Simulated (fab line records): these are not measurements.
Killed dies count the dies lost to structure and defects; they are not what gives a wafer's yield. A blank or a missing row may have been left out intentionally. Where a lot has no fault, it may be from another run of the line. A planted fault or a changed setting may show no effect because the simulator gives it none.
A single fault, viewed from 2 desks -- flow sky130 -- each desk has only its own numbers; what lay behind them comes last

== FOR THE TOOL OWNER'S DESK: lpcvd-02 ==
The tool's own readings at SKY_SPACER_CVD_00 (deposits Si3N4 from DCS/NH3, target thk 43.1 nm, time 740 s): means of the sampled wafers that have a number, for each lot that ran on this tool. Any lot whose mean is over 4 standard deviations away from the usual mean is out of limits and marked OUT; that distance is given in the brackets.
Columns: A = spike_tc_lower_C at SKY_SPACER_CVD_00, usual 770.3 C; B = zone_power_bottom_pct at SKY_SPACER_CVD_00, usual 18.7 %
lot,first seen here,A,B
L811,day 23 07:11,767.8,18.4
L812,day 23 21:41,769.7,18.5
L813,day 24 00:15,768.6,18.6
L814,day 24 00:15,770.9,18.7
L816,day 25 06:16,769.0,18.4
L817,day 25 13:27,770.6,19.1
L820,day 26 11:24,771.2,19.0
L823,day 27 07:37,771.7,19.1
L824,day 27 17:42,768.4,18.5
L832,day 30 21:35,770.7,18.8
L833,day 30 21:35,770.5,18.8
L834,day 30 21:35,769.3,18.2
This desk's verdict: no lot among the 12 shows anything out of limits.

== FROM THE METROLOGY DESK ==
What the gauges read for every lot (on any tool): the sampled wafers with a number, averaged. Any lot whose mean is over 4 standard deviations away from the usual mean is out of limits and marked OUT; that distance is given in the brackets.
Columns: A = POLY_GATE_OXIDATION_THK at SKY_POLY_GATE_THK_MEAS_21, usual 4.04 nm; B = LDD_N_TW at SKY_LDD_N_TW_MEAS_17, usual 2582; C = SPACER_CVD_00_THK at SKY_SPACER_THK_MEAS_01, usual 43.0 nm; D = POLY_CUT_OVL at SKY_POLY_CUT_OVL_MEAS_09, usual -1 nm
lot,first seen here,A,B,C,D
L811,day 16 21:55,4.06,2561,43.4,2
L812,day 17 11:05,4.06,2594,42.8,2
L813,day 17 11:05,4.11,2573,42.9,2
L814,day 17 13:31,3.96,2595,43.2,-1
L816,day 18 14:08,4.01,2576,42.9,-8
L817,day 19 03:11,4.03,2583,43.0,-5
L820,day 20 03:17,4.01,2576,43.7,-4
L823,day 20 23:16,4.12,2604,79.6 (+85) OUT,-
L824,day 21 11:37,3.95,2596,79.2 (+84) OUT,-
L832,day 24 02:17,4.02,2575,43.0,-2
L833,day 24 09:26,4.04,2567,43.3,-2
L834,day 24 19:29,4.22,2571,43.5,2
This desk reports L823, L824 out of limits; the earliest was L823 at day 27 08:49 (SPACER_CVD_00_THK at SKY_SPACER_THK_MEAS_01). Within limits: L811, L812, L813, L814, L816, L817, L820, L832, L833, L834.

== ALL TOGETHER ==
L823, L824 would have let the metrology desk raise an alarm at day 27 08:49.
The desk of the tool owner found nothing out of limits.
On record at the tool owner's desk: L823, L824, within its limits.
The lots listed all ran SKY_SPACER_CVD_00 on lpcvd-02.

== WHAT THE SIMULATOR PUT IN ==
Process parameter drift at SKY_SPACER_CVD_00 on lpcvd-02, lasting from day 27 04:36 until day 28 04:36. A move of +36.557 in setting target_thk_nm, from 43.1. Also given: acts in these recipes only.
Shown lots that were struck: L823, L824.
Delay in hours, fault start to first out-of-limits reading, per desk: metrology desk 4.
